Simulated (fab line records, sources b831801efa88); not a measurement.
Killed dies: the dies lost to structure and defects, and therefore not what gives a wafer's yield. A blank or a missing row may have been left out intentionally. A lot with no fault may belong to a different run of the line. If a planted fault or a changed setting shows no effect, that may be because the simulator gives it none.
The tool behind it: which one? :: flow gf180mcu :: 13 lots, 39 wafers sampled, at 5 steps of a route of 602

## WHAT THE GAUGES SHOWED, per wafer
GF_V3_THK_MEAS_01.
lot: L256
measured: day 21 10:20
on: filmMetro-03
V3_CVD_00_THK (nm): 599 600 601

lot: L257
measured: day 21 20:56
on: filmMetro-03
V3_CVD_00_THK (nm): 602 603 597

lot: L258
measured: day 22 00:50
on: filmMetro-03
V3_CVD_00_THK (nm): 592 486 602

lot: L261
measured: day 23 05:10
on: filmMetro-03
V3_CVD_00_THK (nm): 596 592 475

lot: L268
measured: day 25 17:57
on: filmMetro-02
V3_CVD_00_THK (nm): 592 606 594

lot: L269
measured: day 25 22:37
on: filmMetro-01
V3_CVD_00_THK (nm): 598 607 603

lot: L270
measured: day 26 08:10
on: filmMetro-02
V3_CVD_00_THK (nm): 597 610 597

lot: L271
measured: day 26 13:15
on: filmMetro-03
V3_CVD_00_THK (nm): 603 591 608

lot: L274
measured: day 27 22:02
on: filmMetro-01
V3_CVD_00_THK (nm): 606 602 603

lot: L275
measured: day 27 22:42
on: filmMetro-01
V3_CVD_00_THK (nm): 601 608 614

lot: L277
measured: day 28 09:36
on: filmMetro-02
V3_CVD_00_THK (nm): 593 598 592

lot: L278
measured: day 28 18:30
on: filmMetro-01
V3_CVD_00_THK (nm): 592 602 590

lot: L279
measured: day 29 01:23
on: filmMetro-01
V3_CVD_00_THK (nm): 602 594 595

## WHAT TOOL EACH LOT RAN ON (gives the tool, then ch and the chambers of the sampled wafers, and finally the start)
lot: L256
GF_V2_SPUTTER_21: pvdSputter-04, day 20 08:43
GF_V2_SPUTTER_22: pvdSputter-04, day 20 08:47
GF_M3_SPUTTER_01: pvdSputter-01, day 20 09:31
GF_V3_CVD_00: hdpcvd-02 ch 1,2, day 21 10:16

lot: L257
GF_V2_SPUTTER_21: pvdSputter-03, day 20 19:05
GF_V2_SPUTTER_22: pvdSputter-03, day 20 19:08
GF_M3_SPUTTER_01: pvdSputter-01, day 20 19:52
GF_V3_CVD_00: hdpcvd-02 ch 1,2, day 21 20:52

lot: L258
GF_V2_SPUTTER_21: pvdSputter-02, day 20 22:41
GF_V2_SPUTTER_22: pvdSputter-02, day 20 22:44
GF_M3_SPUTTER_01: pvdSputter-01, day 20 23:28
GF_V3_CVD_00: hdpcvd-02 ch 0,1,2, day 22 00:45

lot: L261
GF_V2_SPUTTER_21: pvdSputter-04, day 22 04:35
GF_V2_SPUTTER_22: pvdSputter-04, day 22 04:38
GF_M3_SPUTTER_01: pvdSputter-02, day 22 05:23
GF_V3_CVD_00: hdpcvd-02 ch 0,1, day 23 05:05

lot: L268
GF_V2_SPUTTER_21: pvdSputter-04, day 24 18:23
GF_V2_SPUTTER_22: pvdSputter-04, day 24 18:26
GF_M3_SPUTTER_01: pvdSputter-02, day 24 19:10
GF_V3_CVD_00: hdpcvd-02 ch 1,2, day 25 17:52

lot: L269
GF_V2_SPUTTER_21: pvdSputter-03, day 24 21:54
GF_V2_SPUTTER_22: pvdSputter-03, day 24 21:58
GF_M3_SPUTTER_01: pvdSputter-01, day 25 00:57
GF_V3_CVD_00: hdpcvd-01 ch 1,2, day 25 22:29

lot: L270
GF_V2_SPUTTER_21: pvdSputter-02, day 25 09:51
GF_V2_SPUTTER_22: pvdSputter-02, day 25 09:55
GF_M3_SPUTTER_01: pvdSputter-03, day 25 10:39
GF_V3_CVD_00: hdpcvd-02 ch 0,2, day 26 08:05

lot: L271
GF_V2_SPUTTER_21: pvdSputter-03, day 25 14:44
GF_V2_SPUTTER_22: pvdSputter-03, day 25 14:47
GF_M3_SPUTTER_01: pvdSputter-01, day 25 15:31
GF_V3_CVD_00: hdpcvd-02 ch 1,2, day 26 13:11

lot: L274
GF_V2_SPUTTER_21: pvdSputter-04, day 26 23:53
GF_V2_SPUTTER_22: pvdSputter-04, day 26 23:56
GF_M3_SPUTTER_01: pvdSputter-01, day 27 00:40
GF_V3_CVD_00: hdpcvd-01 ch 0,1,2, day 27 21:58

lot: L275
GF_V2_SPUTTER_21: pvdSputter-03, day 27 00:53
GF_V2_SPUTTER_22: pvdSputter-03, day 27 00:56
GF_M3_SPUTTER_01: pvdSputter-02, day 27 01:41
GF_V3_CVD_00: hdpcvd-02 ch 0,1,2, day 27 22:37

lot: L277
GF_V2_SPUTTER_21: pvdSputter-03, day 27 12:18
GF_V2_SPUTTER_22: pvdSputter-03, day 27 12:22
GF_M3_SPUTTER_01: pvdSputter-02, day 27 13:05
GF_V3_CVD_00: hdpcvd-01 ch 0,1,2, day 28 09:32

lot: L278
GF_V2_SPUTTER_21: pvdSputter-03, day 27 21:24
GF_V2_SPUTTER_22: pvdSputter-03, day 27 21:28
GF_M3_SPUTTER_01: pvdSputter-02, day 27 22:11
GF_V3_CVD_00: hdpcvd-01 ch 0,1, day 28 18:25

lot: L279
GF_V2_SPUTTER_21: pvdSputter-03, day 28 04:13
GF_V2_SPUTTER_22: pvdSputter-03, day 28 04:17
GF_M3_SPUTTER_01: pvdSputter-03, day 28 05:01
GF_V3_CVD_00: hdpcvd-01 ch 0,1, day 29 01:19
- GF_V2_SPUTTER_21: material Ti, target thk 15 nm, time 80.02 s.
- GF_V2_SPUTTER_22: material TiN, target thk 10 nm, time 40 s.
- GF_M3_SPUTTER_01: material TiN, target thk 30 nm, time 25 s.
- GF_V3_CVD_00: deposits SiO2, target thk 600 nm, time 100 s.

## WHAT THE TOOLS THEMSELVES READ (means of the sampled wafers that have a number; where no wafer has one, the mark that the record gives instead)
GF_V2_SPUTTER_21.
lot: L256
tool: pvdSputter-04
throttleValvePct (%): 29.9

lot: L257
tool: pvdSputter-03
throttleValvePct (%): 28.6

lot: L258
tool: pvdSputter-02
throttleValvePct (%): 31.4

lot: L261
tool: pvdSputter-04
throttleValvePct (%): 30.2

lot: L268
tool: pvdSputter-04
throttleValvePct (%): 30.1

lot: L269
tool: pvdSputter-03
throttleValvePct (%): 30.6

lot: L270
tool: pvdSputter-02
throttleValvePct (%): 30.6

lot: L271
tool: pvdSputter-03
throttleValvePct (%): 29.7

lot: L274
tool: pvdSputter-04
throttleValvePct (%): 31.1

lot: L275
tool: pvdSputter-03
throttleValvePct (%): 31.2

lot: L277
tool: pvdSputter-03
throttleValvePct (%): 31.6

lot: L278
tool: pvdSputter-03
throttleValvePct (%): 30.2

lot: L279
tool: pvdSputter-03
throttleValvePct (%): 30.3

GF_V2_SPUTTER_22.
lot: L256
tool: pvdSputter-04
throttleValvePct (%): 30.1

lot: L257
tool: pvdSputter-03
throttleValvePct (%): 28.4

lot: L258
tool: pvdSputter-02
throttleValvePct (%): 31.3

lot: L261
tool: pvdSputter-04
throttleValvePct (%): 30.2

lot: L268
tool: pvdSputter-04
throttleValvePct (%): 30.2

lot: L269
tool: pvdSputter-03
throttleValvePct (%): 30.6

lot: L270
tool: pvdSputter-02
throttleValvePct (%): 30.5

lot: L271
tool: pvdSputter-03
throttleValvePct (%): 29.7

lot: L274
tool: pvdSputter-04
throttleValvePct (%): 31.1

lot: L275
tool: pvdSputter-03
throttleValvePct (%): 31.0

lot: L277
tool: pvdSputter-03
throttleValvePct (%): 31.6

lot: L278
tool: pvdSputter-03
throttleValvePct (%): 30.2

lot: L279
tool: pvdSputter-03
throttleValvePct (%): 30.2

GF_M3_SPUTTER_01.
lot: L256
tool: pvdSputter-01
throttleValvePct (%): 29.6

lot: L257
tool: pvdSputter-01
throttleValvePct (%): 29.4

lot: L258
tool: pvdSputter-01
throttleValvePct (%): 29.7

lot: L261
tool: pvdSputter-02
throttleValvePct (%): 30.3

lot: L268
tool: pvdSputter-02
throttleValvePct (%): 30.7

lot: L269
tool: pvdSputter-01
throttleValvePct (%): 28.9

lot: L270
tool: pvdSputter-03
throttleValvePct (%): 31.4

lot: L271
tool: pvdSputter-01
throttleValvePct (%): 29.8

lot: L274
tool: pvdSputter-01
throttleValvePct (%): 29.6

lot: L275
tool: pvdSputter-02
throttleValvePct (%): 30.8

lot: L277
tool: pvdSputter-02
throttleValvePct (%): 30.9

lot: L278
tool: pvdSputter-02
throttleValvePct (%): 30.5

lot: L279
tool: pvdSputter-03
throttleValvePct (%): 31.1

GF_V3_CVD_00.
lot: L256
tool: hdpcvd-02
sih4FlowSccm (sccm): 59.95

lot: L257
tool: hdpcvd-02
sih4FlowSccm (sccm): 59.96

lot: L258
tool: hdpcvd-02
sih4FlowSccm (sccm): 56.08

lot: L261
tool: hdpcvd-02
sih4FlowSccm (sccm): 56.00

lot: L268
tool: hdpcvd-02
sih4FlowSccm (sccm): 59.91

lot: L269
tool: hdpcvd-01
sih4FlowSccm (sccm): 59.91

lot: L270
tool: hdpcvd-02
sih4FlowSccm (sccm): 60.00

lot: L271
tool: hdpcvd-02
sih4FlowSccm (sccm): 59.80

lot: L274
tool: hdpcvd-01
sih4FlowSccm (sccm): 59.98

lot: L275
tool: hdpcvd-02
sih4FlowSccm (sccm): 59.92

lot: L277
tool: hdpcvd-01
sih4FlowSccm (sccm): 59.94

lot: L278
tool: hdpcvd-01
sih4FlowSccm (sccm): 59.83

lot: L279
tool: hdpcvd-01
sih4FlowSccm (sccm): 59.99

## THE ANSWER, worked out from the rows above alone
Rule: usual is defined by the lots themselves. Put in order of their means at a reading, lots are off if they are a third of the lots or fewer, leave a main group of 4 or more, and stand apart from it by a gap of 3 or more times the standard deviation of the main group's means; of several such gaps the widest counts. The tables above print the reading to a certain number of digits; a main group whose means all agree to those digits is not used. Also off: a lot with no number at a reading for which 4 or more lots have one. Any other lot the step has rows for is counted as sound. First the gauges in route order, then the tools' own readings, where a lot's mean is used as printed above. The first step at which some lot is off is used, and at that step the reading that is off furthest; a lot without a number counts as furthest.
Off: at GF_V3_THK_MEAS_01 (V3_CVD_00_THK), L258, L261. The main group: mean 600 nm, standard deviation 3.8.
If a tool, at a process step before that reading, ran all the lots that are off and no sound lot after the first of them, it fits. The gauges at GF_V3_THK_MEAS_01 aren't tried: what is off there is off at GF_V3_CVD_00 too, on other tools, and a gauge's error can't cause that. No candidate that was tried fits.

## WHAT THE SIMULATOR HAD PUT IN
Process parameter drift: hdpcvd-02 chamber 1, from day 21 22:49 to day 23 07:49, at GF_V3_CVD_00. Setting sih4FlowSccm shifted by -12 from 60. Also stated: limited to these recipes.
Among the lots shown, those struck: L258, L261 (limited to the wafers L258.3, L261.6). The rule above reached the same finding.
